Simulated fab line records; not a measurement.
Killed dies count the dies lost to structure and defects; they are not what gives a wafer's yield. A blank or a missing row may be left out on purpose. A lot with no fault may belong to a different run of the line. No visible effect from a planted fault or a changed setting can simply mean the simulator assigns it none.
Problem report, 8D (eight disciplines) form, completed by code || flow sfq line || the parts of the form that need people (team, actions taken, sign-off) are left out

1. THE PROBLEM
At SFQ_TRILAYER_M3_BARC_OPEN_METAL_ETCH_100, rf fwd power W averages 497.4 W over 6 wafers from 2 lots, while fault-free wafers read 594.4 W, standard deviation 2.2. That puts it -44 standard deviations away from the usual mean.
The step: etches BARC in O2, target depth 125 nm, time 41.7 s.
Seen first at day 30 19:02 on rie metal-03, wafer L824.3. Wafers with a number at this step in the record: 18, from 6 lots. Rule for "out" (also "out of limits"): further than 4 standard deviations from the usual mean. Any other wafer with a number is counted as sound.

2. WHAT IT IS; WHAT IT IS NOT
{"question": "which readings at this step", "is": "rf fwd power W", "is not": "drypump motor current A, oes product au"}
{"question": "which lots", "is": "L824, L825", "is not": "L814, L816, L830, L833"}
{"question": "which wafers of those lots", "is": "all that have a number", "is not": "-"}
{"question": "read on which tools", "is": "rie metal-03", "is not": "rie metal-01"}
{"question": "when", "is": "from day 30 19:02", "is not": "up to then (6 sound wafers); but 6 sound wafers of L830, L833 came after"}

3. WHAT RULES OUT EACH SUSPECT
Counting: a tool at any process step up to the reading remains a suspect when it ran all the lots that are out and ran no sound lot after the first of those.
- rie metal-03 at SFQ_TRILAYER_M3_BARC_OPEN_METAL_ETCH_100 (etches BARC in O2, target depth 125 nm, time 41.7 s): kept. Every lot that is out went through it, starting with L824 (day 30 19:02), and after that it ran no sound lot; the last sound lot it ran before then is L814 (day 27 05:31). Its own rf fwd power W readings are out on those wafers.
The count leaves rie metal-03 at SFQ_TRILAYER_M3_BARC_OPEN_METAL_ETCH_100.

4. THE CAUSE (what the simulator had put in)
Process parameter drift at SFQ_TRILAYER_M3_BARC_OPEN_METAL_ETCH_100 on rie metal-03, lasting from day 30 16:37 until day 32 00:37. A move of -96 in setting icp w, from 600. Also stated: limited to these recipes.
Only this tool survived the counting.

5. THE EFFECT CHAIN, in route order
Rows list readings where the struck wafers' mean (over those with a number) sits beyond 3 standard deviations from the usual. Scope: only readings with a usual standard deviation given in the record; hours: median across lots of the time from each lot's start at the first step in this table that gives one to its start at this step; sigmas: change in usual standard deviations.
{"hours": 0, "step": "SFQ_TRILAYER_M3_BARC_OPEN_METAL_ETCH_100", "reading": "rf fwd power W", "usual": "594.4 W", "on struck wafers": 497.4, "change": -97.0, "sigmas": -44}
The process steps in it:
- SFQ_TRILAYER_M3_BARC_OPEN_METAL_ETCH_100: etches BARC in O2, target depth 125 nm, time 41.7 s.

6. HOW IT WOULD HAVE BEEN CAUGHT EARLIER
The fault began at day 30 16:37; the first out-of-limits reading in this record came at day 30 19:02, 2 hours later.
